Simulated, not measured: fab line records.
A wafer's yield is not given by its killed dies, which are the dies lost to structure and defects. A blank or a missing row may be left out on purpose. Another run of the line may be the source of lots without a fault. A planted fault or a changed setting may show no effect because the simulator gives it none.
A lot that was struck, set against a sound lot ; flow sky130 ; 16 steps out of a route of 708
Sound: these wafers, L341.1, L341.3, L341.5. Struck: wafer L340.5 (left out: L340.1, L340.4 of the same lot, which were not struck); the cause appears at the end.
At each step with rows: each side's tool, then ch and its chambers, then its first start. Under that, the readings that differ: sound wafers ; struck wafers ; difference of the means ; sigmas: that difference in standard deviations of wafers without a fault.
alike: readings whose means differ by less than 2 such deviations, and words and numbers that are the same on both sides. not compared: withheld readings, readings that some wafer has no value for, bounds like >300 that may hide the same value, and numbers for which the record gives no deviation and whose values overlap.
Wherever a step has rows on one side only, a row that says differs or no value, or a row with sigmas, the two part there. Numbers that don't overlap but have no deviation are shown without sigmas and don't part them. A reading that every wafer of one side lacks parts them only if that side has two wafers or more.

first, 8 steps without rows for these wafers: SKY_POLY_GATE_DEHYDRATE_05 (time 60 s); SKY_POLY_GATE_HMDS_06 (prime time 60 s); SKY_POLY_GATE_COAT_07 (resist thk 110 nm); SKY_POLY_GATE_COAT_08 (resist thk 450 nm); SKY_POLY_GATE_SOFTBAKE_09 (time 90 s); SKY_POLY_GATE_EXPOSE_10 (exposes mask P1M, target cd 150 nm); SKY_POLY_GATE_PEB_11; SKY_POLY_GATE_DEVELOP_12 (develop time 60 s).
SKY_POLY_GATE_CD_MEAS_13 targets a cd of 150 nm.
  sound: cd sem-01 at day 19 07:06; struck: cd sem-02 at day 19 07:05
  alike: cd nm
SKY_POLY_GATE_OVL_MEAS_14:
  sound: overlay-02 at day 19 07:13; struck: overlay-01 at day 19 07:13
  alike: POLY_GATE_OVL
SKY_POLY_GATE_ETCH_15: etches BARC in N2/H2, stops on SiO2, time 118.5 s, target depth 110 nm.
  sound on rie diel-03 ch 2,3, day 19 07:15; struck on rie diel-01 ch 2, day 19 07:15
  alike: bias w, drypump motor current A, n2 flow sccm, oes product au, run length s, throttle valve pct
  not compared: rf hours counter h
SKY_POLY_GATE_ETCH_16: etches Si3N4 in CH3F/O2, stops on poly-Si, time 147.5 s, target depth 75 nm.
  sound on rie diel-03 ch 2,3, day 19 07:20; struck on rie diel-01 ch 2, day 19 07:20
  alike: bias w, drypump motor current A, oes product au, run length s, throttle valve pct
  not compared: rf hours counter h
SKY_POLY_GATE_ETCH_17: etches poly-Si in HBr/Cl2, stops on SiO2, target depth 180 nm, time 70.5 s.
  sound on rie si-02 ch 2,3, day 19 07:26; struck on rie si-01 ch 1, day 19 07:26
reading;sound;struck;difference;sigmas
oes product au (a.u.);0.987 0.986 0.998;0.858;-0.132;-15
run length s (s);99.2 98.1 99.2;114.6;+15.8;+31
model.KrF-thick_of_POLY_GATE_COAT_08.thk nm (nm);136.8 142.9 138.1;118.1;-21.2;
model.SiO2_of_SONOS_ONO_CVD_04.thk nm (nm);4.135 4.229 4.28;3.575;-0.640;
  alike: HBr_flow_sccm, bias w, drypump motor current A, throttle valve pct
  not compared: rf hours counter h
SKY_POLY_GATE_STRIP_18: strips in O2/N2.
  sound on plasma asher-04 ch 0,1, day 19 07:31; struck on plasma asher-01 ch 0, day 19 07:29
reading;sound;struck;difference;sigmas
drypump motor current A (A);5.80 5.82 5.78;5.93;+0.13;+2
oes product au (a.u.);0.364 0.361 0.356;0.347;-0.013;-3
strip time to endpoint s (s);3.15 3.21 3.16;2.91;-0.26;-5
  alike: n2 flow sccm
  not compared: rf hours counter h
then, 1 step without rows for these wafers: SKY_POLY_GATE_CLEAN_19 (cleans in SC1/SC2, time 150 s).
-- a jump in the record: the struck wafers' starts before and after are 29 days apart (it breaks off in module POLY_GATE and resumes in module PAD_OPEN, where the first step shown is number 708 of the route) --
SKY_PAD_OPEN_PROBE_99:
  sound: prober-01 at day 48 19:32; struck: prober-02 at day 48 17:47
reading;sound;struck;difference;sigmas
model.etest.tip sonos.rs ohm sq;2744 2695 2728;2663;-59;
model.etest.tip n.rs ohm sq;443.9 444.5 441.1;438.3;-4.9;
  alike: killed_at_M0_to_M3, killed_at_M4_up, killed at contacts, killed at front end, killed at other, killed dies, killed open, killed short

WHERE THEY PART
Earliest at SKY_POLY_GATE_ETCH_17; latest, in this record, at SKY_POLY_GATE_STRIP_18. Later steps at which nothing parts them and some readings are alike: SKY_PAD_OPEN_PROBE_99.

WHY: what the simulator had put in
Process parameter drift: rie si-01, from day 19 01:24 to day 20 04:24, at SKY_POLY_GATE_ETCH_17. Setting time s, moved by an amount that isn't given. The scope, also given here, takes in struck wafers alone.
